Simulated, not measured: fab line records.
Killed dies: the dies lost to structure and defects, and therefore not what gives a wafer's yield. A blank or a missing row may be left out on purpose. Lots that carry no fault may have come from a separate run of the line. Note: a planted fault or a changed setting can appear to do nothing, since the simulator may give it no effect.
What tool caused it?    flow sky130    Sampling: 6 lots, 18 wafers, 2 of 708 route steps

## WHAT THE GAUGES SHOWED, per wafer
SKY_SD_N_CD_MEAS_07 targets a cd of 380 nm.
lot   measured      on        cdNm (nm)
L176  day 29 08:11  cdSem-01  384.6 386.1 386.2
L178  day 30 02:47  cdSem-01  377.4 378.4 376.5
L182  day 30 21:28  cdSem-01  377.2 378.1 379.1
L183  day 31 07:08  cdSem-01  378.5 378.1 379.4
L191  day 33 20:59  cdSem-02  382.4 310.8 381.8 382.3 310.7 381.7
L194  day 35 03:24  cdSem-01  374.2 374.2 375.1

## WHAT TOOL EACH LOT RAN ON (gives the tool, then ch and the chambers of the sampled wafers, and finally the start)
lot   SKY_SD_N_DEVELOP_06
L176  lithoTrack-03 ch 0, day 29 08:02
L178  lithoTrack-04 ch 0, day 30 02:38
L182  lithoTrack-04 ch 0, day 30 21:19
L183  lithoTrack-04 ch 0, day 31 06:59
L191  lithoTrack-02 ch 0, day 33 20:50
L194  lithoTrack-03 ch 0, day 35 03:16
- SKY_SD_N_DEVELOP_06: develop time 60 s.

## THE ANSWER, worked out from the rows above alone
Rule: usual is defined by the lots themselves. Put in order of their means at a reading, lots are off if they are a third of the lots or fewer, leave a main group of 4 or more, and stand apart from it by a gap of 3 or more times the standard deviation of the main group's means; of several such gaps the widest counts. A main group is skipped when, at the precision printed for the reading in the tables above, its means are all equal. Also off: a lot with no number at a reading for which 4 or more lots have one. The other lots that the step has rows for count as sound.
Off: L191 (SKY_SD_N_CD_MEAS_07, cdNm). The main group has a mean of 378.9 nm with a standard deviation of 3.7.
If a tool, at a process step before that reading, ran all the lots that are off and no sound lot after the first of them, it fits. The gauges at SKY_SD_N_CD_MEAS_07 are tried like those tools. 2 tools fit, lithoTrack-02 at SKY_SD_N_DEVELOP_06 and cdSem-02 at SKY_SD_N_CD_MEAS_07, so this cannot tell which one it is.

## WHAT WAS PUT IN BY THE SIMULATOR
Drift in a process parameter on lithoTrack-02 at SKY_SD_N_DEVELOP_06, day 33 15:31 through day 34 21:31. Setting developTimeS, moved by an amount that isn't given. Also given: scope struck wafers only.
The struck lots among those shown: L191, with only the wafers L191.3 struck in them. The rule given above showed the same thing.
